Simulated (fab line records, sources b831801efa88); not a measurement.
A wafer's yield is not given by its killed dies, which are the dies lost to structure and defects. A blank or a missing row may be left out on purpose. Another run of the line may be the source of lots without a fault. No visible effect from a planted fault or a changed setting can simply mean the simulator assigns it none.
fab line records | flow sky130
record: lots: 6 | wafers: 18 | last-day: 50
route steps=708 shown METAL1@440
lots untouched by any fault: they come from a run of this same line in which no faults occurred
start-h: start of the lot's first displayed wafer, in hours after the record's first day | wait-h: time in hours since the lot's previous step | " same as the row above | L1.1+2: a single row standing in for several wafers | - no value, or no start given | * or withheld: withheld | < > ~ a bound
route shown NAME@n: a module of which the file shows steps, and the number in the route of the first | usual: average and standard deviation across the fault-free wafers | same: alike in all rows | chamber/n: place in a boat | sites: readings site by site | _std_site: how widely they spread, as a standard deviation | _edge_site: outer sites' mean less inner sites' | radius-mm: for every site, how far away it sits from the centre of the wafer | mask NAME#n: copy n | behind: the most recent tool/chamber to have shaped the wafer | hold: why the lot went on hold/how many hours it stayed there/how the hold came to an end | device: whichever transistor did not switch (one of n, p or np) | end of line: the route-end tests of the same wafers | step lacking rows: just its recipe | killed: count of dies lost to structure and defects at first sort (not the wafer's yield) | map: dies across one wafer; x = killed, . = not, _ = none there
set.NAME: the setting as run; set.NAME@STEP: as run at that earlier step | model.NAME: the simulator's own value behind a step, which no gauge read
certain route steps with their lots: each step a table, each wafer a row
services: the hour from which a tool's chamber was out of use, counted from the record's first day as start-h (under 0 if before that day), plus the number of hours and why
== steps ==
step: SKY_METAL1_THK_MEAS_06
recipe: thk-meas-gauge: xrf | reads: AlCu_of_METAL1_SPUTTER_02
usual: METAL1_ALCU_THK: 249/3.7
lot.wafer | tool          | chamber | start-h | wait-h | METAL1_ALCU_THK[nm]
L523.3    | film-metro-03 | -       | 770.77  | 0.1    | 253
L523.5    | "             | -       | "       | "      | 251
L523.6    | "             | -       | "       | "      | 255
L526.1    | film-metro-03 | -       | 796.60  | 0.1    | 247
L526.4    | "             | -       | "       | "      | 253
L526.6    | "             | -       | "       | "      | 248
L529.1    | film-metro-03 | -       | 817.62  | 0.1    | 254
L529.2    | "             | -       | "       | "      | 255
L529.3    | "             | -       | "       | "      | 256
L536.2    | film-metro-03 | -       | 872.33  | 0.1    | 249
L536.4    | "             | -       | "       | "      | 254
L536.5    | "             | -       | "       | "      | 248
L538.2    | film-metro-02 | -       | 882.41  | 0.1    | 242
L538.5    | "             | -       | "       | "      | 241
L538.6    | "             | -       | "       | "      | 240
L541.1    | film-metro-03 | -       | 901.09  | 0.1    | 253
L541.4    | "             | -       | "       | "      | 249
L541.5    | "             | -       | "       | "      | 248
step: SKY_METAL1_DEHYDRATE_07
recipe: temp-c: 200 | time-s: 60
step: SKY_METAL1_HMDS_08
recipe: prime-time-s: 60 | prime-temp-c: 120
step: SKY_METAL1_COAT_09
recipe: resist: BARC | temp-c: withheld | time-s: withheld | spin-rpm: 3000 | resist-thk-nm: 60
step: SKY_METAL1_COAT_10
recipe: resist: KrF-thick | spin-rpm: 3000 | resist-thk-nm: 450
step: SKY_METAL1_SOFTBAKE_11
recipe: temp-c: 100 | time-s: 90 | resist: KrF-thick
step: SKY_METAL1_EXPOSE_12
recipe: mask-id: MM1 | na: 0.8 | source-shape: annular | sigma-inner: 0.55 | sigma-outer: 0.85 | target-cd-nm: 140 | dose-mj: 28
step: SKY_METAL1_PEB_13
recipe: peb-temp-c: withheld | peb-time-s: withheld | resist: KrF-thick
step: SKY_METAL1_DEVELOP_14
recipe: develop-time-s: 60 | resist: KrF-thick | dev-temp-c: 21
step: SKY_METAL1_CD_MEAS_15
recipe: target-cd-nm: 140
usual: cd-nm: 139.8/1.7
lot.wafer | tool      | chamber | start-h | wait-h | cd-nm
L523.3    | cd-sem-02 | -       | 796.60  | -      | 141.0
L523.5    | "         | -       | "       | "      | 141.1
L523.6    | "         | -       | "       | "      | 139.1
L526.1    | cd-sem-02 | -       | 822.58  | -      | 138.4
L526.4    | "         | -       | "       | "      | 137.7
L526.6    | "         | -       | "       | "      | 138.1
L529.1    | cd-sem-01 | -       | 843.38  | -      | 138.6
L529.2    | "         | -       | "       | "      | 137.4
L529.3    | "         | -       | "       | "      | 138.4
L536.2    | cd-sem-02 | -       | 897.48  | -      | 141.9
L536.4    | "         | -       | "       | "      | 139.7
L536.5    | "         | -       | "       | "      | 139.7
L538.2    | cd-sem-01 | -       | 907.25  | -      | 139.7
L538.5    | "         | -       | "       | "      | 139.5
L538.6    | "         | -       | "       | "      | 139.2
L541.1    | cd-sem-01 | -       | 925.96  | -      | 140.3
L541.4    | "         | -       | "       | "      | 140.8
L541.5    | "         | -       | "       | "      | 140.3
step: SKY_METAL1_OVL_MEAS_16
usual: METAL1_OVL: 0/6.4
lot.wafer | tool       | chamber | start-h | wait-h | METAL1_OVL[nm]
L523.3    | overlay-01 | -       | 796.69  | 0.1    | -6
L523.5    | "          | -       | "       | "      | -3
L523.6    | "          | -       | "       | "      | -5
L526.1    | overlay-02 | -       | 822.70  | 0.1    | 2
L526.4    | "          | -       | "       | "      | -2
L526.6    | "          | -       | "       | "      | -3
L529.1    | overlay-02 | -       | 843.50  | 0.1    | 4
L529.2    | "          | -       | "       | "      | 6
L529.3    | "          | -       | "       | "      | -2
L536.2    | overlay-02 | -       | 897.59  | 0.1    | 7
L536.4    | "          | -       | "       | "      | 4
L536.5    | "          | -       | "       | "      | 12
L538.2    | overlay-02 | -       | 907.36  | 0.1    | -8
L538.5    | "          | -       | "       | "      | 1
L538.6    | "          | -       | "       | "      | -12
L541.1    | overlay-01 | -       | 926.08  | 0.1    | -5
L541.4    | "          | -       | "       | "      | 2
L541.5    | "          | -       | "       | "      | 0
step: SKY_METAL1_DESCUM_17
recipe: chemistry: O2 | source-power-w: 150 | bias-power-w: 0 | pressure-mtorr: 10 | temp-c: 40 | time-s: 8
usual: drypump-motor-current-A: 5.8/0.66 | oes-product-au: 1.007/0.0098
lot.wafer | tool         | chamber | start-h | wait-h | drypump-motor-current-A | oes-product-au | rf-hours-counter-h
L523.3    | rie-metal-02 | 0       | 796.73  | 0.0    | 6.7                     | 1.011          | -
L523.5    | "            | 1       | "       | "      | 5.3                     | 0.999          | -
L523.6    | "            | 0       | "       | "      | 6.7                     | 1.005          | -
L526.1    | rie-metal-02 | 0       | 822.74  | 0.0    | 6.7                     | 1.013          | 14
L526.4    | "            | 0       | "       | "      | 6.7                     | 1.006          | -
L526.6    | "            | 0       | "       | "      | 6.7                     | 1.000          | -
L529.1    | rie-metal-02 | 0       | 843.54  | 0.0    | 6.7                     | 1.002          | 16
L529.2    | "            | 0       | "       | "      | 6.7                     | 0.999          | -
L529.3    | "            | 0       | "       | "      | 6.7                     | 1.012          | -
L536.2    | rie-metal-01 | 1       | 897.62  | 0.0    | 6.2                     | 0.996          | 11
L536.4    | "            | 1       | "       | "      | 6.2                     | 1.010          | -
L536.5    | "            | 0       | "       | "      | 5.2                     | 1.024          | -
L538.2    | rie-metal-01 | 1       | 907.39  | 0.0    | 6.2                     | 1.005          | 12
L538.5    | "            | 1       | "       | "      | 6.2                     | 0.997          | -
L538.6    | "            | 0       | "       | "      | 5.2                     | 1.020          | -
L541.1    | rie-metal-02 | 1       | 926.12  | 0.0    | 5.3                     | 1.013          | 3
L541.4    | "            | 1       | "       | "      | 5.3                     | 1.004          | -
L541.5    | "            | 1       | "       | "      | 5.3                     | 1.009          | -
step: SKY_METAL1_ETCH_18
recipe: chemistry: N2/H2 | target: BARC | ion-energy-ev: 200 | bias-w: 100 | pressure-mtorr: 30 | n2-flow-sccm: 100 | h2-flow-sccm: 200 | icp-w: 500 | stop-on: SiO2 | time-s: 45.9 | target-depth-a: 600
usual: drypump-motor-current-A: 5.8/0.66 | oes-product-au: 0.855/0.0046 | rf-fwd-power-W: 493.8/1.6 | throttle-valve-pct: 13.224/0.0082
lot.wafer | tool         | chamber | start-h | wait-h | drypump-motor-current-A | oes-product-au | rf-fwd-power-W | rf-hours-counter-h | throttle-valve-pct | model.KrF-thick_of_METAL1_COAT_10.thk-nm
L523.3    | rie-metal-02 | 0       | 796.77  | 0.0    | 6.7                     | 0.863          | 493.4          | -                  | 13.229             | 394.3
L523.5    | "            | 1       | "       | "      | 5.3                     | 0.862          | 493.8          | -                  | 13.219             | 394.1
L523.6    | "            | 0       | "       | "      | 6.7                     | 0.854          | 493.8          | -                  | 13.225             | 392.1
L526.1    | rie-metal-02 | 0       | 822.80  | 0.1    | 6.7                     | 0.844          | 576.1          | 14                 | 13.222             | 384.8
L526.4    | "            | 0       | "       | "      | 6.7                     | 0.856          | 574.9          | -                  | 13.218             | 383.1
L526.6    | "            | 0       | "       | "      | 6.7                     | 0.862          | 574.5          | -                  | 13.214             | 385
L529.1    | rie-metal-02 | 0       | 843.60  | 0.1    | 6.7                     | 0.852          | 574.0          | 16                 | 13.222             | 385.3
L529.2    | "            | 0       | "       | "      | 6.7                     | 0.864          | 575.2          | -                  | 13.206             | 384.7
L529.3    | "            | 0       | "       | "      | 6.7                     | 0.855          | 576.2          | -                  | 13.227             | 385.8
L536.2    | rie-metal-01 | 1       | 897.65  | 0.0    | 6.2                     | 0.858          | 493.1          | 11                 | 13.228             | 394
L536.4    | "            | 1       | "       | "      | 6.2                     | 0.865          | 492.5          | -                  | 13.236             | 393
L536.5    | "            | 0       | "       | "      | 5.2                     | 0.849          | 494.9          | -                  | 13.226             | 392.1
L538.2    | rie-metal-01 | 1       | 907.42  | 0.0    | 6.2                     | 0.847          | 491.3          | 12                 | 13.231             | 390.2
L538.5    | "            | 1       | "       | "      | 6.2                     | 0.855          | 494.6          | -                  | 13.211             | 389.9
L538.6    | "            | 0       | "       | "      | 5.2                     | 0.849          | 494.6          | -                  | 13.221             | 388.1
L541.1    | rie-metal-02 | 1       | 926.15  | 0.0    | 5.3                     | 0.852          | 494.2          | 3                  | 13.219             | 390.9
L541.4    | "            | 1       | "       | "      | 5.3                     | 0.852          | 493.4          | -                  | 13.220             | 391.8
L541.5    | "            | 1       | "       | "      | 5.3                     | 0.852          | 493.1          | -                  | 13.238             | 390.9
step: SKY_METAL1_METAL_ETCH_19
recipe: target-depth-a: 3600 | stop-on: SiO2 | over-etch-frac: 0.3 | time-s: 78 | chemistry: Cl2/BCl3 | resist-sidewall-deg: 88 | pressure-mtorr: 10 | icp-w: 900 | bias-w: 48.5 | Cl2_flow_sccm: 60 | bcl3-flow-sccm: 30
usual: drypump-motor-current-A: 5.8/0.66 | oes-product-au: 0.852/0.0062 | rf-fwd-power-W: 893/3 | throttle-valve-pct: 22.263/0.01
lot.wafer | tool         | chamber | start-h | wait-h | drypump-motor-current-A | oes-product-au | rf-fwd-power-W | rf-hours-counter-h | throttle-valve-pct
L523.3    | rie-metal-02 | 0       | 796.84  | 0.1    | 6.7                     | 0.852          | 893            | -                  | 22.275
L523.5    | "            | 1       | "       | "      | 5.3                     | 0.855          | 894            | -                  | 22.272
L523.6    | "            | 0       | "       | "      | 6.7                     | 0.858          | 892            | -                  | 22.267
L526.1    | rie-metal-02 | 0       | 822.93  | 0.1    | 6.7                     | 0.847          | 888            | 14                 | 22.264
L526.4    | "            | 0       | "       | "      | 6.7                     | 0.854          | 889            | -                  | 22.278
L526.6    | "            | 0       | "       | "      | 6.7                     | 0.848          | 890            | -                  | 22.280
L529.1    | rie-metal-02 | 0       | 843.73  | 0.1    | 6.7                     | 0.862          | 895            | 16                 | 22.263
L529.2    | "            | 0       | "       | "      | 6.7                     | 0.860          | 893            | -                  | 22.274
L529.3    | "            | 0       | "       | "      | 6.7                     | 0.853          | 891            | -                  | 22.252
L536.2    | rie-metal-01 | 1       | 897.71  | 0.0    | 6.2                     | 0.848          | 891            | 11                 | 22.278
L536.4    | "            | 1       | "       | "      | 6.3                     | 0.861          | 890            | -                  | 22.259
L536.5    | "            | 0       | "       | "      | 5.2                     | 0.833          | 894            | -                  | 22.280
L538.2    | rie-metal-01 | 1       | 907.48  | 0.0    | 6.2                     | 0.841          | 893            | 12                 | 22.256
L538.5    | "            | 1       | "       | "      | 6.2                     | 0.846          | 893            | -                  | 22.268
L538.6    | "            | 0       | "       | "      | 5.2                     | 0.858          | 893            | -                  | 22.269
L541.1    | rie-metal-02 | 1       | 926.21  | 0.0    | 5.3                     | 0.851          | 899            | 3                  | 22.259
L541.4    | "            | 1       | "       | "      | 5.3                     | 0.851          | 894            | -                  | 22.263
L541.5    | "            | 1       | "       | "      | 5.3                     | 0.842          | 897            | -                  | 22.258
== services ==
tool         | chamber | start-h | hours | kind
rie-metal-02 | 1       | 821.47  | -     | clean
rie-metal-02 | 1       | 821.47  | 23.0  | scheduled-down
rie-metal-02 | 1       | 821.47  | 23.0  | vent-cycle
rie-metal-01 | 1       | 858.48  | 9.9   | repair
rie-metal-02 | 1       | 868.53  | 20.7  | repair
== key ==
first-sign: step: SKY_METAL1_ETCH_18 | reading: rf-fwd-power-W | direction: up | sigmas: 51 | usual: 493.8 | struck: 575.2
effect none on later readings
model-effect: step: SKY_METAL1_ETCH_18 | value: KrF-thick_of_METAL1_COAT_10.thk-nm | without: 391.1 | struck: 384.8
met-at SKY_METAL1_ETCH_18
struck-wafers L526.1,L526.4,L526.6,L529.1,L529.2,L529.3
onset-between 796.77 822.80
fault: kind: process-parameter-drift | tool: rie-metal-02 | chamber: - | onset-h: 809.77 | steps: SKY_METAL1_ETCH_18 | channel: icp-w | offset: 80 | shape: step | end-h: 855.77 | acts-in: these-recipes-only | stated: 500
